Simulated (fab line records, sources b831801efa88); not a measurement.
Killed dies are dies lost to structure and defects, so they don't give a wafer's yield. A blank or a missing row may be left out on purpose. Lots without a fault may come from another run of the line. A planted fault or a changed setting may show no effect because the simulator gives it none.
fab line records | flow gf180mcu
record lots=14 wafers=42 last_day=34
route steps=602 shown V2@397 V3@441 M4@462
lots that met no fault: from a run of the same line without faults
start_h: hours from the record's first day to the start of the lot's first wafer shown | wait_h: hours since the lot's step before | " the same as in the row above | L1.1+2: a row that stands for several wafers | - no value, or no start given | * or withheld: withheld | < > ~ a bound
route shown NAME@n: a module of which the file shows steps, and the number in the route of the first | usual: mean/standard deviation of fault-free wafers | same: alike in all rows | chamber/n: place in a boat | sites: the reading at each site | _std_site: their standard deviation | _edge_site: outer sites' mean less inner sites' | radius_mm: how far each site lies from the wafer's centre | mask NAME#n: copy n | behind: the tool/chamber that last shaped the wafer | hold: why the lot was held/for how many hours/how that ended | device: the transistor (n, p or np) that didn't switch | end of line: the same wafers' tests at the end of the route | a step without rows: its recipe alone | killed: dies lost to structure and defects at the first sort, not the wafer's yield | map: a wafer's dies, x killed, . not, _ none there
set.NAME: the setting as run; set.NAME@STEP: as run at that earlier step | model.NAME: the simulator's own value behind a step, which no gauge read
steps of the route over a sample of lots; a table a step, a row a wafer
## steps
# step GF_V2_OVL_MEAS_15
# usual V2_OVL=-4/5.7
# columns lot.wafer tool chamber start_h wait_h V2_OVL[nm]
L355.1 overlay-02 - 471.27 0.1 4
L355.2 " - " " 5
L355.5 " - " " 8
L356.2 overlay-01 - 480.11 0.1 -8
L356.3 " - " " -10
L356.4 " - " " -14
L358.1 overlay-01 - 490.85 0.1 -10
L358.2 " - " " -20
L358.4 " - " " -15
L359.3 overlay-02 - 507.97 0.1 -7
L359.5 " - " " -4
L359.6 " - " " 0
L361.3 overlay-02 - 524.16 0.1 1
L361.5 " - " " 4
L361.6 " - " " 4
L363.1 overlay-01 - 537.30 0.1 -17
L363.2 " - " " -3
L363.5 " - " " -7
L367.1 overlay-01 - 568.25 0.1 0
L367.3 " - " " 2
L367.4 " - " " -7
L368.2 overlay-02 - 575.91 0.1 8
L368.4 " - " " 2
L368.6 " - " " -1
L371.1 overlay-02 - 603.40 0.1 -5
L371.4 " - " " -3
L371.6 " - " " -4
L372.3 overlay-02 - 608.61 0.1 0
L372.5 " - " " 2
L372.6 " - " " 2
L373.1 overlay-01 - 614.57 0.1 -1
L373.3 " - " " -4
L373.4 " - " " 2
L375.1 overlay-01 - 627.02 0.1 -4
L375.2 " - " " -6
L375.5 " - " " -6
L377.1 overlay-01 - 651.44 0.1 -6
L377.4 " - " " -9
L377.6 " - " " -8
L378.2 overlay-01 - 653.36 0.1 -2
L378.5 " - " " 0
L378.6 " - " " -4
# step GF_V3_PEB_12
# recipe peb_temp_c=135 peb_time_s=90 resist=KrF
# usual exhaust_pa=45.0/0.92
# columns lot.wafer tool chamber start_h wait_h exhaust_pa
L355.1 litho_track-01 0 521.70 - 45.3
L355.2 " 0 " " 44.8
L355.5 " 0 " " 45.1
L356.2 litho_track-03 0 531.12 - 44.2
L356.3 " 0 " " 44.7
L356.4 " 0 " " 45.0
L358.1 litho_track-01 0 540.10 - 45.7
L358.2 " 0 " " 45.6
L358.4 " 0 " " 44.7
L359.3 litho_track-03 0 556.45 - 43.4
L359.5 " 0 " " 43.5
L359.6 " 0 " " 44.8
L361.3 litho_track-03 0 571.35 - 45.4
L361.5 " 0 " " 45.4
L361.6 " 0 " " 45.2
L363.1 litho_track-03 0 583.83 - 45.2
L363.2 " 0 " " 46.6
L363.5 " 0 " " 45.9
L367.1 litho_track-03 0 613.63 - 44.9
L367.3 " 0 " " 44.3
L367.4 " 0 " " 44.5
L368.2 litho_track-03 0 620.17 - 42.7
L368.4 " 0 " " 44.9
L368.6 " 0 " " 43.9
L371.1 litho_track-01 0 646.95 - 44.1
L371.4 " 0 " " 45.2
L371.6 " 0 " " 43.9
L372.3 litho_track-04 0 651.67 - 45.9
L372.5 " 0 " " 45.2
L372.6 " 0 " " 45.1
L373.1 litho_track-04 0 657.75 - 44.7
L373.3 " 0 " " 45.5
L373.4 " 0 " " 44.8
L375.1 litho_track-01 0 669.70 - 47.6
L375.2 " 0 " " 46.6
L375.5 " 0 " " 45.3
L377.1 litho_track-03 0 693.33 - 44.9
L377.4 " 0 " " 45.1
L377.6 " 0 " " 44.9
L378.2 litho_track-01 0 695.33 - 45.9
L378.5 " 0 " " 45.5
L378.6 " 0 " " 46.1
# step GF_V3_CD_MEAS_14
# recipe target_cd_nm=260
# usual cd_nm=259.5/1.1
# columns lot.wafer tool chamber start_h wait_h cd_nm
L355.1 cd_sem-02 - 522.05 0.1 257.5
L355.2 " - " " 258.8
L355.5 " - " " 258.1
L356.2 cd_sem-02 - 531.45 0.1 260.5
L356.3 " - " " 260.7
L356.4 " - " " 261.3
L358.1 cd_sem-02 - 540.45 0.1 258.7
L358.2 " - " " 258.7
L358.4 " - " " 258.1
L359.3 cd_sem-02 - 556.77 0.1 258.2
L359.5 " - " " 257.4
L359.6 " - " " 259.0
L361.3 cd_sem-02 - 571.67 0.1 259.4
L361.5 " - " " 258.9
L361.6 " - " " 258.0
L363.1 cd_sem-02 - 584.18 0.1 259.5
L363.2 " - " " 260.3
L363.5 " - " " 260.5
L367.1 cd_sem-01 - 613.98 0.1 264.9
L367.3 " - " " 263.5
L367.4 " - " " 265.3
L368.2 cd_sem-02 - 620.50 0.1 264.8
L368.4 " - " " 264.9
L368.6 " - " " 262.9
L371.1 cd_sem-01 - 647.30 0.1 261.0
L371.4 " - " " 260.2
L371.6 " - " " 260.3
L372.3 cd_sem-02 - 651.99 0.1 258.8
L372.5 " - " " 258.9
L372.6 " - " " 257.3
L373.1 cd_sem-02 - 658.10 0.1 261.0
L373.3 " - " " 260.1
L373.4 " - " " 259.2
L375.1 cd_sem-01 - 670.05 0.1 259.0
L375.2 " - " " 259.5
L375.5 " - " " 259.4
L377.1 cd_sem-01 - 693.68 0.1 259.7
L377.4 " - " " 260.5
L377.6 " - " " 259.9
L378.2 cd_sem-02 - 695.67 0.1 258.8
L378.5 " - " " 259.5
L378.6 " - " " 259.5
# step GF_V3_THK_MEAS_25
# recipe thk_meas_gauge=xrf reads=W_of_V3_CVD_23
# usual V3_W_THK=342/3.8
# columns lot.wafer tool chamber start_h wait_h V3_W_THK[nm]
L355.1 film_metro-01 - 523.23 0.1 344
L355.2 " - " " 339
L355.5 " - " " 336
L356.2 film_metro-01 - 532.59 0.1 340
L356.3 " - " " 337
L356.4 " - " " 334
L358.1 film_metro-01 - 541.60 0.1 340
L358.2 " - " " 340
L358.4 " - " " 343
L359.3 film_metro-02 - 557.91 0.1 347
L359.5 " - " " 349
L359.6 " - " " 346
L361.3 film_metro-02 - 572.81 0.1 345
L361.5 " - " " 339
L361.6 " - " " 346
L363.1 film_metro-01 - 585.37 0.1 344
L363.2 " - " " 346
L363.5 " - " " 345
L367.1 film_metro-01 - 615.13 0.1 337
L367.3 " - " " 342
L367.4 " - " " 335
L368.2 film_metro-01 - 621.64 0.1 345
L368.4 " - " " 341
L368.6 " - " " 338
L371.1 film_metro-01 - 648.48 0.1 343
L371.4 " - " " 342
L371.6 " - " " 342
L372.3 film_metro-02 - 653.12 0.1 336
L372.5 " - " " 336
L372.6 " - " " 341
L373.1 film_metro-03 - 659.28 0.1 339
L373.3 " - " " 340
L373.4 " - " " 346
L375.1 film_metro-02 - 671.22 0.1 338
L375.2 " - " " 340
L375.5 " - " " 340
L377.1 film_metro-01 - 694.84 0.1 346
L377.4 " - " " 345
L377.6 " - " " 347
L378.2 film_metro-02 - 696.87 0.1 343
L378.5 " - " " 344
L378.6 " - " " 340
# step GF_M4_THK_MEAS_06
# recipe thk_meas_gauge=xrf reads=AlCu_of_M4_SPUTTER_02
# usual M4_ALCU_THK=452/4.9
# columns lot.wafer tool chamber start_h wait_h M4_ALCU_THK[nm]
L355.1 film_metro-01 - 523.93 0.1 460
L355.2 " - " " 457
L355.5 " - " " 463
L356.2 film_metro-03 - 533.29 0.1 455
L356.3 " - " " 453
L356.4 " - " " 454
L358.1 film_metro-04 - 542.30 0.1 457
L358.2 " - " " 451
L358.4 " - " " 453
L359.3 film_metro-01 - 558.61 0.1 446
L359.5 " - " " 455
L359.6 " - " " 449
L361.3 film_metro-04 - 573.51 0.1 456
L361.5 " - " " 457
L361.6 " - " " 450
L363.1 film_metro-01 - 586.07 0.1 457
L363.2 " - " " 449
L363.5 " - " " 454
L367.1 film_metro-04 - 615.83 0.1 448
L367.3 " - " " 453
L367.4 " - " " 450
L368.2 film_metro-03 - 622.43 0.1 454
L368.4 " - " " 453
L368.6 " - " " 450
L371.1 film_metro-03 - 649.18 0.1 452
L371.4 " - " " 450
L371.6 " - " " 453
L372.3 film_metro-04 - 653.82 0.1 442
L372.5 " - " " 452
L372.6 " - " " 456
L373.1 film_metro-04 - 659.98 0.1 456
L373.3 " - " " 457
L373.4 " - " " 451
L375.1 film_metro-01 - 671.92 0.1 448
L375.2 " - " " 449
L375.5 " - " " 450
L377.1 film_metro-03 - 695.54 0.1 449
L377.4 " - " " 456
L377.6 " - " " 456
L378.2 film_metro-03 - 697.57 0.1 453
L378.5 " - " " 457
L378.6 " - " " 454
## key
first_sign step=GF_V3_CD_MEAS_14 reading=cd_nm direction=up sigmas=4.3 usual=259.5 struck=264.4
effect none on later readings
met_at GF_V3_PEB_12
struck_lots L367,L368
not_acting_at GF_V2_OVL_MEAS_15,GF_V3_THK_MEAS_25,GF_M4_THK_MEAS_06
onset_between 583.83 613.63
fault kind=process_parameter_drift tool=litho_track-03 chamber=- onset_h=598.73 steps=GF_V3_PEB_12 channel=peb_time_s offset=* shape=step end_h=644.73 acts_in=* stated=*
